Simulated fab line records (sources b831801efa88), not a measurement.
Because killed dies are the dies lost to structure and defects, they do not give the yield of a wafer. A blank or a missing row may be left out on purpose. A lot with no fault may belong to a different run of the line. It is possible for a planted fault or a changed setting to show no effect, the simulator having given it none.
fab line records	flow gf180mcu
record lots=5	wafers=23
route steps=602 shown HV_LDD@190 NSD@237 PSD@252 SAB@264
startH: hours from the record's opening day to when the first of the lot's shown wafers began	waitH: hours since the lot's step before	" identical to the entry in the row above	L1.1+2: a single row standing in for several wafers	- value missing, or start not given	* or withheld: withheld	< > ~ a bound
route shown NAME@n: a module of which the file shows steps, and the number in the route of the first	usual: average and standard deviation across the fault-free wafers	same: alike in all rows	chamber/n: place in a boat	sites: each site's reading	_std_site: the values' standard deviation	_edge_site: inner sites' mean taken away from outer sites' mean	radiusMm: how far each site lies from the wafer's centre	mask NAME#n: copy n	behind: tool/chamber where the wafer was last shaped	hold: what put the lot on hold/how long, in hours/how the hold closed	device: the n, p or np transistor that did not switch	end of line: the tests these same wafers got at the end of their route	step lacking rows: just its recipe	killed: dies that structure and defects cost at the first sort, which is not the same as the wafer's yield	map: shows each die of a wafer: x if killed, . if not, _ if none is there
set.NAME: setting as actually run; set.NAME@STEP: the setting as run at that earlier step	model.NAME: the simulator's own value behind a step, which no gauge read
lots run with intentionally changed settings; tables by step, rows by wafer
## steps
# step GF_HV_LDD_COAT_14
# recipe resist=NOVOLAK	spinRpm=3000	resistThkNm=1000
lot.wafer	tool	chamber	startH	waitH	set.resistThkNm	model.NOVOLAK_of_HV_LDD_COAT_14.thkNm
L075.1	lithoTrack-03	0	231.11	0.1	1000	1005
L075.3+4+6	"	0	"	"	1000	1003
L075.5	"	0	"	"	1000	1001
L076.1	lithoTrack-04	0	241.52	0.1	1022	1025
L076.3+5	"	0	"	"	1000	1003
L076.4	"	0	"	"	1022	1023
L076.6	"	0	"	"	1000	1002
L079.2	lithoTrack-01	0	258.75	0.1	1000	994.3
L079.5	"	0	"	"	1000	990.1
L079.6	"	0	"	"	1000	992.1
L082.1	lithoTrack-03	0	281.76	0.1	1000	1004
L082.3	"	0	"	"	1000	1005
L082.4	"	0	"	"	1000	999.4
L082.5+6	"	0	"	"	1000	1002
L084.2	lithoTrack-03	0	306.84	0.1	981.1	984
L084.3	"	0	"	"	1000	1002
L084.4	"	0	"	"	1000	1001
L084.5	"	0	"	"	981.1	981.8
L084.6	"	0	"	"	1000	1003
# step GF_HV_LDD_SOFTBAKE_15
# recipe tempC=90	timeS=60	resist=NOVOLAK
# step GF_HV_LDD_EXPOSE_16
# recipe maskId=Pplus_LV_AREA	targetCdNm=400	na=0.6	sourceShape=conventional	sigmaOuter=0.6	doseMj=141.1
# step GF_HV_LDD_IMPLANT_21
# recipe species=BF2	energyKev=25	doseCm2=5e+13	tiltDeg=7
# step GF_HV_LDD_STRIP_22
# recipe chemistry=O2/N2	powerW=1400	pressureMtorr=1500	platenTempC=250	o2FlowSccm=3000	n2FlowSccm=300	overashFraction=0.5
# usual stripTimeToEndpointS=12.63/0.037
lot.wafer	tool	chamber	startH	waitH	set.resistThkNm@HV_LDD_COAT_14	stripTimeToEndpointS
L075.1	plasmaAsher-03	1	240.63	0.1	1000	12.69
L075.3	"	0	"	"	1000	12.68
L075.4	"	1	"	"	1000	12.67
L075.5	"	0	"	"	1000	12.64
L075.6	"	1	"	"	1000	12.67
L076.1	plasmaAsher-03	0	251.73	0.1	1022	12.85
L076.3	"	0	"	"	1000	12.64
L076.4	"	1	"	"	1022	12.83
L076.5	"	1	"	"	1000	12.67
L076.6	"	0	"	"	1000	12.66
L079.2	plasmaAsher-01	0	268.03	0.1	1000	12.57
L079.5	"	0	"	"	1000	12.53
L079.6	"	1	"	"	1000	12.54
L082.1	plasmaAsher-03	1	291.73	0.1	1000	12.68
L082.3	"	0	"	"	1000	12.69
L082.4	"	1	"	"	1000	12.63
L082.5	"	0	"	"	1000	12.65
L082.6	"	1	"	"	1000	12.65
L084.2	plasmaAsher-02	0	317.97	0.1	981.1	12.44
L084.3	"	1	"	"	1000	12.65
L084.4	"	0	"	"	1000	12.64
L084.5	"	1	"	"	981.1	12.43
L084.6	"	0	"	"	1000	12.67
# step GF_HV_LDD_DEVELOP_30
# recipe developTimeS=60	devTempC=23
lot.wafer	tool	chamber	startH	waitH	set.devTempC
L075.1+3+5	lithoTrack-03	0	259.51	0.1	23
L075.4+6	"	0	"	"	21.33
L076.1+3+4+5+6	lithoTrack-03	0	270.86	0.1	23
L079.2+5+6	lithoTrack-04	0	286.49	0.1	23
L082.1+3	lithoTrack-03	0	311.76	0.1	19.45
L082.4+5+6	"	0	"	"	23
L084.2+4+5	lithoTrack-01	0	338.10	0.1	19.63
L084.3+6	"	0	"	"	23
# step GF_HV_LDD_CD_MEAS_31
# recipe targetCdNm=400
# usual cdNm=399.4/2.3
lot.wafer	tool	chamber	startH	waitH	set.devTempC@HV_LDD_DEVELOP_30	cdNm
L075.1	cdSem-01	-	259.66	0.1	23	402.1
L075.3	"	-	"	"	23	401.5
L075.4	"	-	"	"	21.33	407.7
L075.5	"	-	"	"	23	402.0
L075.6	"	-	"	"	21.33	409.1
L076.1	cdSem-01	-	271.01	0.1	23	401.1
L076.3	"	-	"	"	23	401.3
L076.4	"	-	"	"	23	400.3
L076.5	"	-	"	"	23	401.8
L076.6	"	-	"	"	23	401.4
L079.2	cdSem-01	-	286.64	0.1	23	397.5
L079.5	"	-	"	"	23	393.0
L079.6	"	-	"	"	23	396.5
L082.1	cdSem-02	-	311.91	0.1	19.45	412.3
L082.3	"	-	"	"	19.45	410.2
L082.4	"	-	"	"	23	400.3
L082.5	"	-	"	"	23	398.4
L082.6	"	-	"	"	23	398.2
L084.2	cdSem-01	-	338.25	0.1	19.63	414.1
L084.3	"	-	"	"	23	400.5
L084.4	"	-	"	"	19.63	412.2
L084.5	"	-	"	"	19.63	411.6
L084.6	"	-	"	"	23	398.5
# step GF_HV_LDD_STRIP_49
# recipe chemistry=O2/N2	powerW=1400	pressureMtorr=1500	platenTempC=250	o2FlowSccm=3000	n2FlowSccm=300	overashFraction=0.5
# usual stripTimeToEndpointS=12.60/0.04
lot.wafer	tool	chamber	startH	waitH	set.o2FlowSccm	stripTimeToEndpointS
L075.1	plasmaAsher-02	0	279.03	0.1	3000	12.54
L075.3	"	1	"	"	3000	12.57
L075.4	"	0	"	"	3000	12.56
L075.5	"	0	"	"	3000	12.53
L075.6	"	1	"	"	3000	12.54
L076.1	plasmaAsher-03	0	290.82	0.1	3000	12.56
L076.3	"	0	"	"	3000	12.54
L076.4	"	1	"	"	3000	12.55
L076.5	"	0	"	"	3000	12.59
L076.6	"	1	"	"	3000	12.59
L079.2	plasmaAsher-01	1	306.82	0.1	3000	12.59
L079.5	"	1	"	"	3000	12.60
L079.6	"	0	"	"	3000	12.59
L082.1	plasmaAsher-02	1	333.02	0.1	3000	12.60
L082.3	"	0	"	"	2855	12.65
L082.4	"	1	"	"	3000	12.59
L082.5	"	0	"	"	2855	12.65
L082.6	"	1	"	"	3000	12.60
L084.2	plasmaAsher-02	0	359.57	0.1	3000	12.60
L084.3	"	1	"	"	2572	12.73
L084.4	"	0	"	"	3000	12.62
L084.5	"	0	"	"	2572	12.73
L084.6	"	1	"	"	2572	12.70
# step GF_NSD_COAT_02
# recipe resist=NOVOLAK	spinRpm=3000	resistThkNm=1000
lot.wafer	tool	chamber	startH	waitH	set.spinRpm	model.NOVOLAK_of_NSD_COAT_02.thkNm
L075.1	lithoTrack-03	0	291.86	0.1	2882	1020
L075.3	"	0	"	"	3000	999.7
L075.4	"	0	"	"	3000	1000
L075.5	"	0	"	"	2882	1022
L075.6	"	0	"	"	2882	1019
L076.1	lithoTrack-03	0	303.06	0.1	3211	966.8
L076.3	"	0	"	"	3000	998
L076.4	"	0	"	"	3211	963
L076.5	"	0	"	"	3211	966.9
L076.6	"	0	"	"	3000	997.5
L079.2	lithoTrack-03	0	319.49	0.1	3000	997.4
L079.5	"	0	"	"	3000	1000
L079.6	"	0	"	"	3000	997.6
L082.1	lithoTrack-01	0	345.48	0.1	2851	1031
L082.3	"	0	"	"	3000	1005
L082.4	"	0	"	"	2851	1029
L082.5	"	0	"	"	2851	1033
L082.6	"	0	"	"	3000	1001
L084.2	lithoTrack-01	0	372.65	0.1	3000	1003
L084.3	"	0	"	"	3000	998.4
L084.4	"	0	"	"	3000	1004
L084.5	"	0	"	"	3000	998.7
L084.6	"	0	"	"	3000	997.8
# step GF_NSD_SOFTBAKE_03
# recipe tempC=90	timeS=60	resist=NOVOLAK
# step GF_NSD_EXPOSE_04
# recipe maskId=Nplus	targetCdNm=400	na=0.6	sourceShape=conventional	sigmaOuter=0.6	doseMj=140
# step GF_NSD_IMPLANT_09
# recipe species=As	energyKev=60	doseCm2=4e+15	tiltDeg=7
# step GF_NSD_IMPLANT_10
# recipe species=P	energyKev=40	doseCm2=5e+14	tiltDeg=7
# step GF_NSD_STRIP_11
# recipe chemistry=O2/N2	powerW=1400	pressureMtorr=1500	platenTempC=250	o2FlowSccm=3000	n2FlowSccm=311.5	overashFraction=0.5
# usual stripTimeToEndpointS=22.95/0.036
lot.wafer	tool	chamber	startH	waitH	set.spinRpm@NSD_COAT_02	stripTimeToEndpointS
L075.1	plasmaAsher-02	1	301.98	0.1	2882	23.14
L075.3	"	1	"	"	3000	22.94
L075.4	"	0	"	"	3000	22.94
L075.5	"	0	"	"	2882	23.19
L075.6	"	1	"	"	2882	23.15
L076.1	plasmaAsher-02	0	314.22	0.1	3211	22.63
L076.3	"	1	"	"	3000	22.95
L076.4	"	0	"	"	3211	22.57
L076.5	"	1	"	"	3211	22.62
L076.6	"	0	"	"	3000	22.97
L079.2	plasmaAsher-04	1	330.02	0.1	3000	22.93
L079.5	"	0	"	"	3000	22.97
L079.6	"	1	"	"	3000	22.96
L082.1	plasmaAsher-03	0	357.18	0.1	2851	23.32
L082.3	"	0	"	"	3000	23.03
L082.4	"	1	"	"	2851	23.29
L082.5	"	1	"	"	2851	23.34
L082.6	"	0	"	"	3000	22.96
L084.2	plasmaAsher-03	0	383.28	0.1	3000	23.00
L084.3	"	1	"	"	3000	22.94
L084.4	"	0	"	"	3000	22.98
L084.5	"	0	"	"	3000	22.94
L084.6	"	1	"	"	3000	22.95
# step GF_PSD_EXPOSE_04
# recipe maskId=Pplus	targetCdNm=400	na=0.6	sourceShape=conventional	sigmaOuter=0.6	doseMj=140
lot.wafer	tool	chamber	startH	waitH	mask	set.doseMj
L075.1+3+4+5+6	ilineStepper-02	0	-	-	Pplus#0	140
L076.1+3+4+5+6	ilineStepper-01	0	-	-	Pplus#0	140
L079.2+5+6	ilineStepper-02	0	-	-	Pplus#0	140
L082.1+3+6	ilineStepper-01	0	-	-	Pplus#0	140
L082.4+5	"	0	"	"	Pplus#0	143.8
L084.2+5+6	ilineStepper-02	0	-	-	Pplus#0	147.5
L084.3+4	"	0	"	"	Pplus#0	140
# step GF_PSD_PEB_05
# recipe tempC=withheld	timeS=*	resist=NOVOLAK
# step GF_PSD_DEVELOP_06
# recipe developTimeS=60	devTempC=23
# step GF_PSD_CD_MEAS_07
# recipe targetCdNm=400
# usual cdNm=399.9/2.2
lot.wafer	tool	chamber	startH	waitH	set.doseMj@PSD_EXPOSE_04	cdNm
L075.1	cdSem-02	-	322.33	0.1	140	400.9
L075.3	"	-	"	"	140	400.1
L075.4	"	-	"	"	140	401.0
L075.5	"	-	"	"	140	399.2
L075.6	"	-	"	"	140	399.9
L076.1	cdSem-02	-	334.98	0.1	140	403.2
L076.3	"	-	"	"	140	403.8
L076.4	"	-	"	"	140	404.1
L076.5	"	-	"	"	140	402.6
L076.6	"	-	"	"	140	403.5
L079.2	cdSem-01	-	351.40	0.1	140	397.5
L079.5	"	-	"	"	140	397.7
L079.6	"	-	"	"	140	396.1
L082.1	cdSem-01	-	377.62	0.1	140	398.3
L082.3	"	-	"	"	140	400.8
L082.4	"	-	"	"	143.8	407.1
L082.5	"	-	"	"	143.8	408.0
L082.6	"	-	"	"	140	399.8
L084.2	cdSem-01	-	406.50	0.1	147.5	411.8
L084.3	"	-	"	"	140	395.8
L084.4	"	-	"	"	140	395.9
L084.5	"	-	"	"	147.5	412.1
L084.6	"	-	"	"	147.5	413.0
# step GF_PSD_IMPLANT_09
# recipe species=BF2	energyKev=40	doseCm2=1.5e+15	tiltDeg=7
lot.wafer	tool	chamber	startH	waitH	set.doseCm2
L075.1+3+4	implanter-03	0	322.48	0.0	1.5e+15
L075.5+6	"	0	"	"	1.299e+15
L076.1+5+6	implanter-04	0	335.13	0.0	1.5e+15
L076.3+4	"	0	"	"	1.356e+15
L079.2+5+6	implanter-04	0	351.56	0.0	1.5e+15
L082.1+3+4+5+6	implanter-03	0	377.77	0.0	1.5e+15
L084.2+4+6	implanter-03	0	406.66	0.0	1.637e+15
L084.3+5	"	0	"	"	1.5e+15
# step GF_PSD_STRIP_10
# recipe chemistry=O2/N2	powerW=1400	pressureMtorr=1500	platenTempC=250	o2FlowSccm=3000	n2FlowSccm=300	overashFraction=0.5
# usual stripTimeToEndpointS=16.52/0.034
lot.wafer	tool	chamber	startH	waitH	set.doseCm2@PSD_IMPLANT_09	stripTimeToEndpointS
L075.1	plasmaAsher-01	0	322.63	0.1	1.5e+15	16.51
L075.3	"	1	"	"	1.5e+15	16.51
L075.4	"	0	"	"	1.5e+15	16.51
L075.5	"	1	"	"	1.299e+15	16.08
L075.6	"	0	"	"	1.299e+15	16.11
L076.1	plasmaAsher-02	0	335.28	0.1	1.5e+15	16.48
L076.3	"	1	"	"	1.356e+15	16.16
L076.4	"	0	"	"	1.356e+15	16.16
L076.5	"	1	"	"	1.5e+15	16.49
L076.6	"	0	"	"	1.5e+15	16.49
L079.2	plasmaAsher-02	1	351.68	0.1	1.5e+15	16.53
L079.5	"	1	"	"	1.5e+15	16.59
L079.6	"	0	"	"	1.5e+15	16.57
L082.1	plasmaAsher-02	0	377.92	0.1	1.5e+15	16.54
L082.3	"	0	"	"	1.5e+15	16.59
L082.4	"	1	"	"	1.5e+15	16.53
L082.5	"	1	"	"	1.5e+15	16.56
L082.6	"	0	"	"	1.5e+15	16.57
L084.2	plasmaAsher-01	1	406.78	0.1	1.637e+15	16.76
L084.3	"	0	"	"	1.5e+15	16.48
L084.4	"	1	"	"	1.637e+15	16.75
L084.5	"	1	"	"	1.5e+15	16.46
L084.6	"	0	"	"	1.637e+15	16.74
# step GF_PSD_TW_MEAS_11
# usual PSD_TW=3186/19
lot.wafer	tool	chamber	startH	waitH	set.doseCm2@PSD_IMPLANT_09	PSD_TW
L075.1	filmMetro-01	-	322.73	0.1	1.5e+15	3201
L075.3	"	-	"	"	1.5e+15	3202
L075.4	"	-	"	"	1.5e+15	3194
L075.5	"	-	"	"	1.299e+15	3091
L075.6	"	-	"	"	1.299e+15	3118
L076.1	filmMetro-03	-	335.38	0.1	1.5e+15	3160
L076.3	"	-	"	"	1.356e+15	3099
L076.4	"	-	"	"	1.356e+15	3091
L076.5	"	-	"	"	1.5e+15	3168
L076.6	"	-	"	"	1.5e+15	3162
L079.2	filmMetro-04	-	351.79	0.1	1.5e+15	3209
L079.5	"	-	"	"	1.5e+15	3201
L079.6	"	-	"	"	1.5e+15	3205
L082.1	filmMetro-03	-	378.02	0.1	1.5e+15	3165
L082.3	"	-	"	"	1.5e+15	3148
L082.4	"	-	"	"	1.5e+15	3175
L082.5	"	-	"	"	1.5e+15	3171
L082.6	"	-	"	"	1.5e+15	3188
L084.2	filmMetro-01	-	406.89	0.1	1.637e+15	3271
L084.3	"	-	"	"	1.5e+15	3208
L084.4	"	-	"	"	1.637e+15	3266
L084.5	"	-	"	"	1.5e+15	3216
L084.6	"	-	"	"	1.637e+15	3242
# step GF_PSD_CLEAN_12
# recipe chemistry=SC1/SC2	mix=1:4:20	tempC=70	timeS=150	dry=n2Spin
# step GF_PSD_RTA_13
# recipe tempC=1025	timeS=20	ambient=N2
# step GF_PSD_RS_MEAS_15
# recipe thkMeasGauge=four-point-probe
# usual PSD_RS=108.59/0.27
lot.wafer	tool	chamber	startH	waitH	set.doseCm2@PSD_IMPLANT_09	PSD_RS[ohm/sq]
L075.1	filmMetro-01	-	323.05	0.1	1.5e+15	108.51
L075.3	"	-	"	"	1.5e+15	108.78
L075.4	"	-	"	"	1.5e+15	108.70
L075.5	"	-	"	"	1.299e+15	115.34
L075.6	"	-	"	"	1.299e+15	114.84
L076.1	filmMetro-04	-	335.70	0.1	1.5e+15	108.60
L076.3	"	-	"	"	1.356e+15	112.28
L076.4	"	-	"	"	1.356e+15	112.27
L076.5	"	-	"	"	1.5e+15	108.63
L076.6	"	-	"	"	1.5e+15	108.83
L079.2	filmMetro-04	-	352.12	0.1	1.5e+15	108.59
L079.5	"	-	"	"	1.5e+15	108.64
L079.6	"	-	"	"	1.5e+15	108.47
L082.1	filmMetro-01	-	378.34	0.1	1.5e+15	109.04
L082.3	"	-	"	"	1.5e+15	108.78
L082.4	"	-	"	"	1.5e+15	108.95
L082.5	"	-	"	"	1.5e+15	108.91
L082.6	"	-	"	"	1.5e+15	108.67
L084.2	filmMetro-04	-	407.22	0.1	1.637e+15	106.62
L084.3	"	-	"	"	1.5e+15	108.59
L084.4	"	-	"	"	1.637e+15	106.70
L084.5	"	-	"	"	1.5e+15	108.64
L084.6	"	-	"	"	1.637e+15	106.70
# step GF_SAB_CVD_00
# recipe material=SiO2	targetThkNm=50	precursor=TEOS	tempC=400	timeS=4.9302	rfW=600
lot.wafer	tool	chamber	startH	waitH	set.timeS	model.SiO2_of_SAB_CVD_00.thkNm
L075.1	pecvd-03	1	323.17	0.1	4.724	48.24
L075.3	"	0	"	"	4.9302	49.95
L075.4	"	2	"	"	4.9302	50.86
L075.5	"	1	"	"	4.724	48.12
L075.6	"	0	"	"	4.9302	50.1
L076.1	pecvd-04	2	335.82	0.1	4.9302	49.86
L076.3	"	0	"	"	4.449	44.7
L076.4	"	0	"	"	4.449	45.83
L076.5	"	2	"	"	4.9302	50.12
L076.6	"	1	"	"	4.449	45.58
L079.2	pecvd-03	2	352.22	0.1	4.9302	48.61
L079.5	"	1	"	"	4.9302	49.78
L079.6	"	0	"	"	4.9302	48.64
L082.1	pecvd-04	0	378.46	0.1	4.527	45.56
L082.3	"	2	"	"	4.527	45.77
L082.4	"	2	"	"	4.527	46.11
L082.5	"	0	"	"	4.9302	50.21
L082.6	"	1	"	"	4.9302	49.43
L084.2	pecvd-04	2	407.32	0.1	5.316	53.37
L084.3	"	1	"	"	4.9302	49.3
L084.4	"	0	"	"	4.9302	50.34
L084.5	"	2	"	"	4.9302	50.1
L084.6	"	1	"	"	5.316	54.46
# step GF_SAB_THK_MEAS_01
# recipe reads=SiO2_of_SAB_CVD_00
# usual SAB_CVD_00_THK=50.1/0.71
lot.wafer	tool	chamber	startH	waitH	set.timeS@SAB_CVD_00	SAB_CVD_00_THK[nm]
L075.1	filmMetro-04	-	323.19	0.0	4.724	48.2
L075.3	"	-	"	"	4.9302	49.9
L075.4	"	-	"	"	4.9302	50.9
L075.5	"	-	"	"	4.724	48.2
L075.6	"	-	"	"	4.9302	50.1
L076.1	filmMetro-03	-	335.84	0.0	4.9302	49.9
L076.3	"	-	"	"	4.449	44.7
L076.4	"	-	"	"	4.449	45.8
L076.5	"	-	"	"	4.9302	50.2
L076.6	"	-	"	"	4.449	45.6
L079.2	filmMetro-03	-	352.25	0.0	4.9302	48.7
L079.5	"	-	"	"	4.9302	49.8
L079.6	"	-	"	"	4.9302	48.6
L082.1	filmMetro-02	-	378.48	0.0	4.527	45.6
L082.3	"	-	"	"	4.527	45.8
L082.4	"	-	"	"	4.527	46.1
L082.5	"	-	"	"	4.9302	50.2
L082.6	"	-	"	"	4.9302	49.4
L084.2	filmMetro-03	-	407.34	0.0	5.316	53.4
L084.3	"	-	"	"	4.9302	49.3
L084.4	"	-	"	"	4.9302	50.3
L084.5	"	-	"	"	4.9302	50.1
L084.6	"	-	"	"	5.316	54.4
## key
split step=GF_HV_LDD_COAT_14	setting=resistThkNm	stated=1000	by=wafer
response step=GF_HV_LDD_COAT_14	reading=model.NOVOLAK_of_HV_LDD_COAT_14.thkNm	change=+9.9	per=1%	r=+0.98
response step=GF_HV_LDD_STRIP_22	reading=stripTimeToEndpointS	change=*	per=1%	r=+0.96
split step=GF_HV_LDD_DEVELOP_30	setting=devTempC	stated=23	by=wafer
response step=GF_HV_LDD_CD_MEAS_31	reading=cdNm	change=-0.848	per=1%	r=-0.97
split step=GF_HV_LDD_STRIP_49	setting=o2FlowSccm	stated=3000	by=wafer
response step=GF_HV_LDD_STRIP_49	reading=stripTimeToEndpointS	change=*	per=1%	r=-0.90
split step=GF_NSD_COAT_02	setting=spinRpm	stated=3000	by=wafer
response step=GF_NSD_COAT_02	reading=model.NOVOLAK_of_NSD_COAT_02.thkNm	change=-4.97	per=1%	r=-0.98
response step=GF_NSD_STRIP_11	reading=stripTimeToEndpointS	change=*	per=1%	r=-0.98
split step=GF_PSD_EXPOSE_04	setting=doseMj	stated=140	by=wafer
response step=GF_PSD_CD_MEAS_07	reading=cdNm	change=+3.03	per=1%	r=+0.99
split step=GF_PSD_IMPLANT_09	setting=doseCm2	stated=1.5e+15	by=wafer
response step=GF_PSD_STRIP_10	reading=stripTimeToEndpointS	change=*	per=1%	r=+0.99
response step=GF_PSD_TW_MEAS_11	reading=PSD_TW	change=+6.66	per=1%	r=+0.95
response step=GF_PSD_RS_MEAS_15	reading=PSD_RS	change=-0.389	per=1%	r=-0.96
split step=GF_SAB_CVD_00	setting=timeS	stated=4.9302	by=wafer
response step=GF_SAB_CVD_00	reading=model.SiO2_of_SAB_CVD_00.thkNm	change=+0.49	per=1%	r=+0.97
response step=GF_SAB_THK_MEAS_01	reading=SAB_CVD_00_THK	change=+0.491	per=1%	r=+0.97
